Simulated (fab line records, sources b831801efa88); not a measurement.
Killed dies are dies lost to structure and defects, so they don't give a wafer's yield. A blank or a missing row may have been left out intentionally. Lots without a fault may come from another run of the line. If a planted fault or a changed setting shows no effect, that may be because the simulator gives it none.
Which tool did it? :: flow gf180mcu :: 36 wafers from 12 lots sampled at 4 of the route's 602 steps

WHAT EACH GAUGE READ, for each wafer
GF_MVPSD_TW_MEAS_11. Usual: for MVPSD_TW the level is 551.3 and the standard deviation is 3.
lot: L223
measured: day 5 03:13
on: film-metro-04
MVPSD_TW: 549.2 547.8 547.0
flag: 

lot: L224
measured: day 5 08:35
on: film-metro-01
MVPSD_TW: 550.2 552.5 554.6
flag: 

lot: L225
measured: day 5 13:02
on: film-metro-01
MVPSD_TW: 553.9 551.0 551.4
flag: 

lot: L226
measured: day 5 19:38
on: film-metro-03
MVPSD_TW: 558.3 554.9 556.5
flag: 

lot: L227
measured: day 6 05:48
on: film-metro-01
MVPSD_TW: 553.4 552.5 554.7
flag: 

lot: L229
measured: day 6 18:34
on: film-metro-04
MVPSD_TW: 547.5 546.8 550.3
flag: 

lot: L230
measured: day 7 00:18
on: film-metro-04
MVPSD_TW: 551.1 549.5 551.9
flag: 

lot: L238
measured: day 8 19:40
on: film-metro-03
MVPSD_TW: 607.1 609.3 609.4
flag: OFF

lot: L239
measured: day 9 02:43
on: film-metro-01
MVPSD_TW: 606.8 606.2 605.8
flag: OFF

lot: L243
measured: day 10 00:58
on: film-metro-04
MVPSD_TW: 551.2 548.7 547.6
flag: 

lot: L244
measured: day 10 05:35
on: film-metro-03
MVPSD_TW: 549.4 551.0 553.9
flag: 

lot: L245
measured: day 10 14:23
on: film-metro-04
MVPSD_TW: 546.6 549.4 546.2
flag: 

GF_VT_IMPLANT_RS_MEAS_49: measures by four-point-probe. Usual: for MVPSD_RS the level is 1167.0 ohm/sq and the standard deviation is 2.8.
lot: L223
measured: day 7 17:34
on: film-metro-03
MVPSD_RS (ohm/sq): 1168.1 1167.7 1168.8
flag: 

lot: L224
measured: day 8 00:36
on: film-metro-01
MVPSD_RS (ohm/sq): 1165.5 1165.1 1165.2
flag: 

lot: L225
measured: day 8 05:44
on: film-metro-04
MVPSD_RS (ohm/sq): 1167.4 1166.6 1173.8
flag: 

lot: L226
measured: day 8 12:22
on: film-metro-04
MVPSD_RS (ohm/sq): 1162.5 1165.7 1163.9
flag: 

lot: L227
measured: day 8 22:32
on: film-metro-04
MVPSD_RS (ohm/sq): 1173.3 1168.0 1171.7
flag: 

lot: L229
measured: day 9 14:37
on: film-metro-03
MVPSD_RS (ohm/sq): 1168.8 1168.2 1167.3
flag: 

lot: L230
measured: day 9 20:53
on: film-metro-03
MVPSD_RS (ohm/sq): 1159.1 1161.3 1161.2
flag: 

lot: L238
measured: day 11 22:10
on: film-metro-04
MVPSD_RS (ohm/sq): 1343.6 1347.2 1342.9
flag: OFF

lot: L239
measured: day 12 03:41
on: film-metro-01
MVPSD_RS (ohm/sq): 1346.9 1347.2 1343.8
flag: OFF

lot: L243
measured: day 13 06:25
on: film-metro-03
MVPSD_RS (ohm/sq): 1165.4 1167.7 1166.5
flag: 

lot: L244
measured: day 13 10:56
on: film-metro-04
MVPSD_RS (ohm/sq): 1167.7 1169.1 1168.7
flag: 

lot: L245
measured: day 13 19:41
on: film-metro-04
MVPSD_RS (ohm/sq): 1168.5 1169.9 1166.6
flag: 

GF_V1_THK_MEAS_25: measures by xrf. Usual: for V1_W_THK the level is 358 nm and the standard deviation is 4.1.
lot: L223
measured: day 18 13:13
on: film-metro-02
V1_W_THK (nm): 355 351 354
flag: 

lot: L224
measured: day 18 19:34
on: film-metro-01
V1_W_THK (nm): 363 362 363
flag: 

lot: L225
measured: day 19 00:35
on: film-metro-01
V1_W_THK (nm): 356 353 354
flag: 

lot: L226
measured: day 19 19:58
on: film-metro-02
V1_W_THK (nm): 358 357 356
flag: 

lot: L227
measured: day 20 00:59
on: film-metro-02
V1_W_THK (nm): 358 361 358
flag: 

lot: L229
measured: day 21 04:28
on: film-metro-03
V1_W_THK (nm): 354 358 356
flag: 

lot: L230
measured: day 21 11:01
on: film-metro-01
V1_W_THK (nm): 357 352 353
flag: 

lot: L238
measured: day 23 22:26
on: film-metro-02
V1_W_THK (nm): 354 358 355
flag: 

lot: L239
measured: day 24 07:35
on: film-metro-01
V1_W_THK (nm): 357 353 353
flag: 

lot: L243
measured: day 25 11:03
on: film-metro-02
V1_W_THK (nm): 359 357 358
flag: 

lot: L244
measured: day 25 16:38
on: film-metro-03
V1_W_THK (nm): 353 357 354
flag: 

lot: L245
measured: day 26 01:58
on: film-metro-02
V1_W_THK (nm): 358 359 359
flag: 

EACH LOT AND THE TOOL THAT RAN IT (in order: tool; ch and the chambers of the sampled wafers; start)
lot: L223
GF_MVPSD_IMPLANT_08: implanter-01 ch 0, day 5 02:49

lot: L224
GF_MVPSD_IMPLANT_08: implanter-04 ch 0, day 5 08:11

lot: L225
GF_MVPSD_IMPLANT_08: implanter-01 ch 0, day 5 12:41

lot: L226
GF_MVPSD_IMPLANT_08: implanter-02 ch 0, day 5 19:15

lot: L227
GF_MVPSD_IMPLANT_08: implanter-04 ch 0, day 6 05:24

lot: L229
GF_MVPSD_IMPLANT_08: implanter-01 ch 0, day 6 18:12

lot: L230
GF_MVPSD_IMPLANT_08: implanter-02 ch 0, day 6 23:54

lot: L238
GF_MVPSD_IMPLANT_08: implanter-04 ch 0, day 8 19:18

lot: L239
GF_MVPSD_IMPLANT_08: implanter-04 ch 0, day 9 02:19

lot: L243
GF_MVPSD_IMPLANT_08: implanter-02 ch 0, day 10 00:34

lot: L244
GF_MVPSD_IMPLANT_08: implanter-01 ch 0, day 10 05:14

lot: L245
GF_MVPSD_IMPLANT_08: implanter-02 ch 0, day 10 14:02
- GF_MVPSD_IMPLANT_08

WHAT THE TOOLS THEMSELVES READ (means of the sampled wafers that have a number; where no wafer has one, the mark that the record gives instead)
GF_MVPSD_IMPLANT_08. Usual: tilt-deg 0.001 degrees, standard deviation 0.02.
lot: L223
tool: implanter-01
tilt-deg (degrees): 0.011
flag: 

lot: L224
tool: implanter-04
tilt-deg (degrees): -0.026
flag: 

lot: L225
tool: implanter-01
tilt-deg (degrees): -0.004
flag: 

lot: L226
tool: implanter-02
tilt-deg (degrees): 0.010
flag: 

lot: L227
tool: implanter-04
tilt-deg (degrees): -0.006
flag: 

lot: L229
tool: implanter-01
tilt-deg (degrees): 0.008
flag: 

lot: L230
tool: implanter-02
tilt-deg (degrees): 0.012
flag: 

lot: L238
tool: implanter-04
tilt-deg (degrees): 4.234
flag: OFF

lot: L239
tool: implanter-04
tilt-deg (degrees): 4.261
flag: OFF

lot: L243
tool: implanter-02
tilt-deg (degrees): 0.003
flag: 

lot: L244
tool: implanter-01
tilt-deg (degrees): -0.014
flag: 

lot: L245
tool: implanter-02
tilt-deg (degrees): 0.025
flag: 

THE ANSWER, worked out from the rows above alone
Rule: take the mean of a lot's wafers that have a number; if it is more than 3 standard deviations from the usual mean, the lot is off. A lot without any number at a reading at which 4 lots or more have one is off too. The other lots that the step has rows for count as sound. First the gauges in route order, then the tools' own readings, where a lot's mean is used as printed above. The first step at which some lot is off is used, and at that step the reading that is off furthest; a lot without a number counts as furthest.
Off: at GF_MVPSD_TW_MEAS_11 (MVPSD_TW), L238, L239.
If a tool, at a process step before that reading, ran all the lots that are off and no sound lot after the first of them, it fits. The gauges at GF_MVPSD_TW_MEAS_11 aren't tried: what is off there is off at GF_MVPSD_IMPLANT_08 too, on other tools, and a gauge's error can't cause that. One candidate fits, namely implanter-04 at GF_MVPSD_IMPLANT_08. A fault onset in the window from L227 (day 6 05:24, its last sound lot) to L238 (day 8 19:18, its first lot off) fits.
The tool's own readings at GF_MVPSD_IMPLANT_08 bear it out: on the lots that are off they differ by more than 5 times the standard deviation of the sound lots' means. tilt-deg reads 4.248 degrees there against 0.002 degrees on the sound lots.

WHAT THE SIMULATOR HAD INSERTED
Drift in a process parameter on implanter-04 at GF_MVPSD_IMPLANT_08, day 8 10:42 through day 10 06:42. Setting tilt-deg shifted by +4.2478 from 0. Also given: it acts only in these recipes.
Lots struck among those shown: L238, L239. The same result came from the rule above.
